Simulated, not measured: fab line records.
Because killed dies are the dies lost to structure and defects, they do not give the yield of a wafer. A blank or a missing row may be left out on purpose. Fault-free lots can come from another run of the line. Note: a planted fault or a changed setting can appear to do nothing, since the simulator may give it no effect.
8D (eight disciplines) problem report, filled in by code -- flow gf180mcu -- the parts of the form that need people (team, actions taken, sign-off) are left out

== 1. THE PROBLEM ==
Wafers without a fault read 0.944 a.u., standard deviation 0.0059; oes-product-au at GF_MIM_METAL_ETCH_19 reads a mean of 0.898 a.u. on 9 wafers belonging to 3 lots. Measured from the usual mean, that is -7.9 standard deviations.
The step: etches the open film in Cl2/BCl3, stops on Si3N4, target depth 324.5 nm, time 54.1 s.
Seen first at day 27 12:13 on rie-metal-02, wafer L570.4. Wafers with a number at this step in the record: 36, from 12 lots. Rule for "out" (also "out of limits"): further than 4 standard deviations from the usual mean. Any other wafer with a number is counted as sound.

== 2. WHAT IT IS, WHAT IT ISN'T ==
question,is,is not
which readings at this step,oes-product-au,chamber-pressure-mTorr
which lots,"L570, L571, L572","L565, L566, L567, L568, L569, L581, L582, L585, L586"
which wafers of those lots,all that have a number,-
read on which tools,"rie-metal-02, rie-metal-03",rie-metal-04
when,from day 27 12:13,"up to then (15 sound wafers); but 12 sound wafers of L581, L582, L585, L586 came after"

== 3. SUSPECTS, AND WHAT RULES EACH OUT ==
Counting: a tool at a process step up to the reading stays a suspect if it ran every lot that is out and no sound lot after the first of them.
- pvd-sputter-01 at GF_MIM_SPUTTER_07 (material TiN, target thk 60 nm, time 50 s): ruled out as a lasting fault. After its first lot that is out, L570 (day 26 16:26), sound lots L582, L585, L586 ran on it.
Left after counting: nothing in the record.

== 4. THE CAUSE (what the simulator had put in) ==
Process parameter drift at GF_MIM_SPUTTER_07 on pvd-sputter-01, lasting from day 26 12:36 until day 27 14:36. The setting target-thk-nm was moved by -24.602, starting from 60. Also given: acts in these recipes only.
The count ruled it out by mistake, since the rule takes a fault to strike every lot its tool runs from the start of the fault on, and this one did not do so.

== 5. THE EFFECT CHAIN, in route order ==
One row per reading whose mean, taken over the struck wafers that have a number, lies over 3 standard deviations from the usual. Only readings whose record carries a usual standard deviation are examined. hours: median over the lots of the time between each lot's start at the first step of this table that gives one and its start at this step. sigmas: the change, counted in usual standard deviations.
hours,step,reading,usual,on struck wafers,change,sigmas
0,GF_MIM_METAL_ETCH_19,oes-product-au,0.944 a.u.,0.898,-0.046,-7.9
0,GF_MIM_METAL_ETCH_19,throttle-valve-pct,28.281 %,28.323,+0.042,+3.8
Here are the process steps it includes:
- GF_MIM_METAL_ETCH_19: etches the open film in Cl2/BCl3, stops on Si3N4, target depth 324.5 nm, time 54.1 s.
Later measuring or inspecting steps at which every struck wafer that the step has a row for has a number for every such reading, and none has moved that far: GF_M5_CD_MEAS_07, GF_M5_OVL_MEAS_08.

== 6. WHAT WOULD HAVE CAUGHT IT SOONER ==
In this record no reading fell out of limits until day 27 12:13, 24 hours after the fault had begun at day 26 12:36.
Tool readings at GF_MIM_SPUTTER_07 with a usual standard deviation given in the record: none out on any struck wafer, hence no alarm at a limit of 4 standard deviations on them.
